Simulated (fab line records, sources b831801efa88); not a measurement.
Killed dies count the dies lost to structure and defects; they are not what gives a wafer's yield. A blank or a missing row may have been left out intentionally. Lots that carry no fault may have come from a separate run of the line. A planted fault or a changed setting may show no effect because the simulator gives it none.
Which tool was responsible? | flow gf180mcu | Sampling: 24 lots, 72 wafers, 5 of 602 route steps

## WHAT THE GAUGES SHOWED, per wafer
GF_HV_LDD_TW_MEAS_23. Usual: HV_LDD_2_TW 1060, standard deviation 6.8.
lot  | measured     | on            | HV_LDD_2_TW    | flag
L074 | day 10 16:48 | film metro-02 | 1061 1065 1066 |
L075 | day 11 03:38 | film metro-01 | 1056 1058 1055 |
L076 | day 11 07:38 | film metro-04 | 1058 1058 1055 |
L077 | day 11 17:46 | film metro-01 | 1056 1054 1058 |
L078 | day 11 23:57 | film metro-02 | 1064 1064 1069 |
L079 | day 12 08:23 | film metro-02 | 1058 1059 1059 |
L080 | day 12 14:53 | film metro-02 | 1064 1060 1062 |
L081 | day 13 01:19 | film metro-04 | 1055 1055 1061 |
L082 | day 13 07:33 | film metro-02 | 1067 1061 1066 |
L083 | day 13 11:19 | film metro-02 | 1067 1065 1068 |
L084 | day 14 01:15 | film metro-02 | 1065 1068 1064 |
L085 | day 14 04:49 | film metro-04 | 1059 1057 1051 |
L086 | day 14 14:17 | film metro-01 | 1050 1048 1047 |
L087 | day 14 21:05 | film metro-02 | 1061 1065 1069 |
L088 | day 15 04:10 | film metro-01 | 1055 1060 1061 |
L089 | day 15 14:28 | film metro-02 | 1071 1070 1066 |
L090 | day 15 19:29 | film metro-04 | 1063 1063 1064 |
L091 | day 16 02:50 | film metro-01 | 1049 1046 1048 |
L092 | day 16 11:35 | film metro-04 | 1053 1058 1054 |
L093 | day 16 16:41 | film metro-01 | 1045 1044 1048 |
L094 | day 17 01:20 | film metro-04 | 1064 1069 1067 |
L095 | day 17 07:05 | film metro-04 | 1060 1067 1068 |
L096 | day 17 19:41 | film metro-04 | 1066 1066 1063 |
L097 | day 18 03:59 | film metro-01 | 1058 1051 1055 |

GF_V3_BOW_MEAS_05. Usual: V3_BOW 120 um, standard deviation 9.4.
lot  | measured     | on            | V3_BOW (um) | flag
L074 | day 21 09:27 | film metro-01 | 128 130 129 |
L075 | day 21 21:27 | film metro-03 | 127 117 134 |
L076 | day 22 02:37 | film metro-02 | 136 136 124 |
L077 | day 22 14:45 | film metro-03 | 107 103 118 |
L078 | day 22 21:08 | film metro-02 | 101 116 115 |
L079 | day 23 06:32 | film metro-02 | 131 109 110 |
L080 | day 23 15:46 | film metro-03 | 110 113 112 |
L081 | day 24 01:22 | film metro-02 | 120 132 136 |
L082 | day 24 11:22 | film metro-01 | 100 101 107 |
L083 | day 24 12:02 | film metro-01 | 119 115 124 |
L084 | day 25 01:03 | film metro-03 | 143 126 133 |
L085 | day 25 07:35 | film metro-03 | 126 129 121 |
L086 | day 25 15:12 | film metro-02 | 119 117 125 |
L087 | day 25 23:39 | film metro-03 | 115 115 103 |
L088 | day 26 08:39 | film metro-02 | 135 124 128 |
L089 | day 26 18:22 | film metro-03 | 125 104 106 |
L090 | day 26 18:30 | film metro-01 | 127 120 110 |
L091 | day 27 05:58 | film metro-03 | 116 126 125 |
L092 | day 27 11:46 | film metro-03 | 116 119 120 |
L093 | day 27 16:31 | film metro-03 | 121 129 118 |
L094 | day 27 22:56 | film metro-01 | 105 124 110 |
L095 | day 28 05:02 | film metro-02 | 103 99 117  |
L096 | day 28 15:37 | film metro-03 | 110 128 115 |
L097 | day 28 22:54 | film metro-01 | 130 115 119 |

## WHICH TOOL RAN EACH LOT (tool, then ch and the chambers of the sampled wafers, then the start)
lot  | GF_SALICIDE_RTA_06               | GF_V1_SPUTTER_21             | GF_V2_SPUTTER_22
L074 | rtp anneal-01 ch 0, day 15 02:23 | pvd sputter-01, day 18 01:52 | pvd sputter-04, day 20 06:36
L075 | rtp anneal-02 ch 0, day 15 13:08 | pvd sputter-01, day 18 13:53 | pvd sputter-03, day 20 18:15
L076 | rtp anneal-01 ch 0, day 15 18:44 | pvd sputter-01, day 18 20:35 | pvd sputter-03, day 21 00:44
L077 | rtp anneal-01 ch 0, day 16 05:42 | pvd sputter-01, day 19 07:45 | pvd sputter-03, day 21 12:14
L078 | rtp anneal-01 ch 0, day 16 12:41 | pvd sputter-03, day 19 15:31 | pvd sputter-03, day 21 19:23
L079 | rtp anneal-01 ch 0, day 16 22:45 | pvd sputter-03, day 20 02:23 | pvd sputter-04, day 22 05:37
L080 | rtp anneal-02 ch 0, day 17 06:37 | pvd sputter-01, day 20 12:17 | pvd sputter-01, day 22 14:51
L081 | rtp anneal-01 ch 0, day 17 17:11 | pvd sputter-01, day 20 21:52 | pvd sputter-03, day 23 00:42
L082 | rtp anneal-02 ch 0, day 18 03:26 | pvd sputter-03, day 21 09:23 | pvd sputter-01, day 23 10:45
L083 | rtp anneal-02 ch 0, day 18 04:59 | pvd sputter-03, day 21 10:23 | pvd sputter-04, day 23 12:11
L084 | rtp anneal-02 ch 0, day 18 21:26 | pvd sputter-03, day 22 01:52 | pvd sputter-03, day 24 03:05
L085 | rtp anneal-01 ch 0, day 19 02:05 | pvd sputter-01, day 22 08:38 | pvd sputter-03, day 24 08:40
L086 | rtp anneal-02 ch 0, day 19 11:35 | pvd sputter-02, day 22 17:14 | pvd sputter-04, day 24 15:47
L087 | rtp anneal-02 ch 0, day 19 21:46 | pvd sputter-03, day 23 02:17 | pvd sputter-01, day 24 23:41
L088 | rtp anneal-01 ch 0, day 20 06:45 | pvd sputter-03, day 23 10:18 | pvd sputter-04, day 25 09:18
L089 | rtp anneal-02 ch 0, day 20 16:57 | pvd sputter-03, day 23 18:56 | pvd sputter-03, day 25 18:27
L090 | rtp anneal-01 ch 0, day 20 22:05 | pvd sputter-03, day 24 00:17 | pvd sputter-03, day 25 19:24
L091 | rtp anneal-01 ch 0, day 21 07:32 | pvd sputter-03, day 24 09:47 | pvd sputter-01, day 26 06:49
L092 | rtp anneal-02 ch 0, day 21 15:40 | pvd sputter-01, day 24 15:16 | pvd sputter-03, day 26 12:42
L093 | rtp anneal-01 ch 0, day 21 20:56 | pvd sputter-02, day 24 20:17 | pvd sputter-01, day 26 17:52
L094 | rtp anneal-02 ch 0, day 22 05:55 | pvd sputter-01, day 25 02:14 | pvd sputter-04, day 26 23:38
L095 | rtp anneal-01 ch 0, day 22 12:08 | pvd sputter-01, day 25 10:47 | pvd sputter-01, day 27 06:50
L096 | rtp anneal-02 ch 0, day 23 01:38 | pvd sputter-02, day 25 21:02 | pvd sputter-04, day 27 17:12
L097 | rtp anneal-02 ch 0, day 23 10:16 | pvd sputter-02, day 26 07:25 | pvd sputter-01, day 28 01:48
- GF_SALICIDE_RTA_06: time 30 s.
- GF_V1_SPUTTER_21: material Ti, target thk 15 nm, time 80.02 s.
- GF_V2_SPUTTER_22: material TiN, target thk 10 nm, time 40 s.

## WHAT THE TOOLS THEMSELVES READ (means of the sampled wafers that have a number; where no wafer has one, the mark that the record gives instead)
GF_SALICIDE_RTA_06. Usual: lamp power pct 6.28 %, standard deviation 0.085; wafer_temp_C_max 532.0, standard deviation 0.41.
lot  | tool          | lamp power pct (%) | wafer_temp_C_max | flag
L074 | rtp anneal-01 | 6.20               | 531.7            |
L075 | rtp anneal-02 | 6.36               | 532.1            |
L076 | rtp anneal-01 | 6.20               | 532.0            |
L077 | rtp anneal-01 | 6.20               | 532.2            |
L078 | rtp anneal-01 | 6.19               | 532.1            |
L079 | rtp anneal-01 | 6.20               | 531.9            |
L080 | rtp anneal-02 | 6.36               | 532.4            |
L081 | rtp anneal-01 | 6.20               | 531.3            |
L082 | rtp anneal-02 | 6.37               | 532.0            |
L083 | rtp anneal-02 | 6.36               | 531.6            |
L084 | rtp anneal-02 | 6.37               | 531.7            |
L085 | rtp anneal-01 | 6.20               | 532.3            |
L086 | rtp anneal-02 | 6.36               | 532.3            |
L087 | rtp anneal-02 | 6.37               | 532.1            |
L088 | rtp anneal-01 | 6.20               | 531.9            |
L089 | rtp anneal-02 | 6.36               | 531.7            |
L090 | rtp anneal-01 | 6.20               | 532.2            |
L091 | rtp anneal-01 | 6.20               | 532.0            |
L092 | rtp anneal-02 | 6.37               | 532.1            |
L093 | rtp anneal-01 | 6.19               | 532.1            |
L094 | rtp anneal-02 | 6.37               | 532.0            |
L095 | rtp anneal-01 | 6.19               | 532.0            |
L096 | rtp anneal-02 | 6.36               | 532.3            |
L097 | rtp anneal-02 | 6.36               | 531.8            |

GF_V1_SPUTTER_21. Usual: throttle valve pct at 29.7 %, with a standard deviation of 1.2.
lot  | tool           | throttle valve pct (%) | flag
L074 | pvd sputter-01 | 29.3                   |
L075 | pvd sputter-01 | 28.6                   |
L076 | pvd sputter-01 | 28.5                   |
L077 | pvd sputter-01 | 29.4                   |
L078 | pvd sputter-03 | 30.1                   |
L079 | pvd sputter-03 | 30.2                   |
L080 | pvd sputter-01 | 30.0                   |
L081 | pvd sputter-01 | 28.8                   |
L082 | pvd sputter-03 | 30.5                   |
L083 | pvd sputter-03 | 30.3                   |
L084 | pvd sputter-03 | 30.2                   |
L085 | pvd sputter-01 | 29.5                   |
L086 | pvd sputter-02 | 29.7                   |
L087 | pvd sputter-03 | 30.3                   |
L088 | pvd sputter-03 | 30.1                   |
L089 | pvd sputter-03 | 29.8                   |
L090 | pvd sputter-03 | 30.2                   |
L091 | pvd sputter-03 | 30.2                   |
L092 | pvd sputter-01 | 29.7                   |
L093 | pvd sputter-02 | 28.3                   |
L094 | pvd sputter-01 | 28.9                   |
L095 | pvd sputter-01 | 29.6                   |
L096 | pvd sputter-02 | 28.5                   |
L097 | pvd sputter-02 | 28.2                   |

GF_V2_SPUTTER_22. Usual: throttle valve pct at 30.1 %, with a standard deviation of 1.
lot  | tool           | throttle valve pct (%) | flag
L074 | pvd sputter-04 | 31.3                   |
L075 | pvd sputter-03 | 30.3                   |
L076 | pvd sputter-03 | 30.1                   |
L077 | pvd sputter-03 | 30.1                   |
L078 | pvd sputter-03 | 30.2                   |
L079 | pvd sputter-04 | 31.8                   |
L080 | pvd sputter-01 | 28.6                   |
L081 | pvd sputter-03 | 30.0                   |
L082 | pvd sputter-01 | 29.5                   |
L083 | pvd sputter-04 | 31.6                   |
L084 | pvd sputter-03 | 30.2                   |
L085 | pvd sputter-03 | 30.1                   |
L086 | pvd sputter-04 | 31.4                   |
L087 | pvd sputter-01 | 28.1                   |
L088 | pvd sputter-04 | 30.2                   |
L089 | pvd sputter-03 | 30.1                   |
L090 | pvd sputter-03 | 30.3                   |
L091 | pvd sputter-01 | 29.1                   |
L092 | pvd sputter-03 | 30.1                   |
L093 | pvd sputter-01 | 28.1                   |
L094 | pvd sputter-04 | 30.5                   |
L095 | pvd sputter-01 | 30.3                   |
L096 | pvd sputter-04 | 31.1                   |
L097 | pvd sputter-01 | 28.3                   |

## THE ANSWER, worked out from the rows above alone
Rule: take the mean of a lot's wafers that have a number; if it is more than 3 standard deviations from the usual mean, the lot is off. Also off: a lot with no number at a reading for which 4 or more lots have one. All remaining lots with rows at the step are treated as sound. First the gauges in route order, then the tools' own readings, where a lot's mean is used as printed above. At the first step where some lot is off, the reading lying furthest off is the one used; lots without a number count as furthest.
No lot is off at any reading shown: from this, nothing can be told.

## WHAT WAS PUT IN BY THE SIMULATOR
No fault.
